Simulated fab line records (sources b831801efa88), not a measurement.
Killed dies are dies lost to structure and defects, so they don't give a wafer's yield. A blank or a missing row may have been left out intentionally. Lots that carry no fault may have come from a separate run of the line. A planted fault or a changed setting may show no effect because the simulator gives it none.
Problem report in the 8D (eight disciplines) form, filled by code || flow sky130 || the parts of the form that need people (team, actions taken, sign-off) are left out

## 1. PROBLEM STATEMENT
SONOS_ONO_CVD_02_THK at SKY_SONOS_ONO_THK_MEAS_03 reads a mean of 14.84 nm on 6 wafers of 2 lots; wafers without a fault read 10.55 nm with a standard deviation of 0.13. That puts it +33 standard deviations away from the usual mean.
First observed at day 16 07:44: wafer L819.2, on filmMetro-03. Wafers with a number at this step in the record: 36, from 12 lots. The rule behind "out" and "out of limits": a value lying over 4 standard deviations away from the usual mean. All remaining wafers that have a number are taken as sound.

## 2. WHAT IT IS, WHAT IT ISN'T
{"question": "which readings at this step", "is": "SONOS_ONO_CVD_02_THK", "is not": "-"}
{"question": "which lots", "is": "L819, L820", "is not": "L804, L805, L806, L807, L808, L810, L813, L814, L815, L827"}
{"question": "which wafers of those lots", "is": "all that have a number", "is not": "-"}
{"question": "read on which gauges", "is": "filmMetro-02, filmMetro-03", "is not": "filmMetro-01"}
{"question": "when", "is": "from day 16 07:44", "is not": "up to then (27 sound wafers); but 3 sound wafers of L827 came after"}

## 3. THE SUSPECTS, EACH WITH WHAT RULES IT OUT
Counting: any tool at a process step up to the reading is kept as a suspect provided that every lot that is out went through it and no sound lot did after the first of them.
- the gauge at SKY_SONOS_ONO_THK_MEAS_03 has been ruled out. Those wafers that are out were read across 2 gauges (filmMetro-02, filmMetro-03).
- lpcvd-02 at SKY_SONOS_ONO_CVD_02 (deposits Si3N4 from DCS/NH3, target thk 10.5 nm, time 180 s): ruled out as a lasting fault. The sound lots L827 went through it after L819, its earliest lot that is out (day 16 06:40).
Left after counting: nothing in the record.

## 4. THE CAUSE (what the simulator had put in)
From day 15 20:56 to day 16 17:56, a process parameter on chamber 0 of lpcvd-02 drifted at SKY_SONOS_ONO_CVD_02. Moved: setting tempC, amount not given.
The count ruled it out by mistake, since the rule takes a fault to strike every lot its tool runs from the start of the fault on, and this one did not do so.

## 5. THE EFFECT CHAIN, in route order
One row per reading whose mean, taken over the struck wafers that have a number, lies over 3 standard deviations from the usual. Readings are gone through only where the record gives a usual standard deviation; hours: the median, over the lots, of the time from a lot's start at the first step in this table giving one to that lot's start at this step; sigmas: the change measured in usual standard deviations.
{"hours": 0, "step": "SKY_SONOS_ONO_CVD_02", "reading": "spikeTcBottomC", "usual": "785.8 C", "on struck wafers": 805.1, "change": "+19.3", "sigmas": "+9.7"}
{"hours": 0, "step": "SKY_SONOS_ONO_CVD_02", "reading": "spikeTcCentreC", "usual": "771.2 C", "on struck wafers": 789.9, "change": "+18.7", "sigmas": "+12"}
{"hours": 0, "step": "SKY_SONOS_ONO_CVD_02", "reading": "spikeTcLowerC", "usual": "769.3 C", "on struck wafers": 787.8, "change": "+18.5", "sigmas": "+17"}
{"hours": 0, "step": "SKY_SONOS_ONO_CVD_02", "reading": "spikeTcTopC", "usual": "778.4 C", "on struck wafers": 794.9, "change": "+16.5", "sigmas": "+10"}
{"hours": 0, "step": "SKY_SONOS_ONO_CVD_02", "reading": "spikeTcUpperC", "usual": "769.9 C", "on struck wafers": 786.8, "change": "+16.9", "sigmas": "+13"}
{"hours": 0, "step": "SKY_SONOS_ONO_CVD_02", "reading": "susceptorTempC", "usual": "770.1 C", "on struck wafers": 788.2, "change": "+18.1", "sigmas": "+50"}
{"hours": 1, "step": "SKY_SONOS_ONO_THK_MEAS_03", "reading": "SONOS_ONO_CVD_02_THK", "usual": "10.55 nm", "on struck wafers": 14.84, "change": "+4.29", "sigmas": "+33"}
Here are the process steps it includes:
- SKY_SONOS_ONO_CVD_02: deposits Si3N4 from DCS/NH3, target thk 10.5 nm, time 180 s.
At these later measuring or inspecting steps, every struck wafer for which the step has a row has a number for every such reading, and none has moved that far: SKY_LDD_P_TW_MEAS_11, SKY_POLY_CUT_CD_MEAS_08.

## 6. HOW IT WOULD HAVE BEEN CAUGHT EARLIER
Counted from the fault's start at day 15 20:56, it took 11 hours until the first out-of-limits reading at a measuring or inspecting step in this record, taken at day 16 07:44.
The tool's own readings at SKY_SONOS_ONO_CVD_02 were out on every struck wafer that the step has a row for (spikeTcBottomC, spikeTcCentreC, spikeTcLowerC, spikeTcTopC, spikeTcUpperC, susceptorTempC): an alarm limit on them would have fired on the first of those.
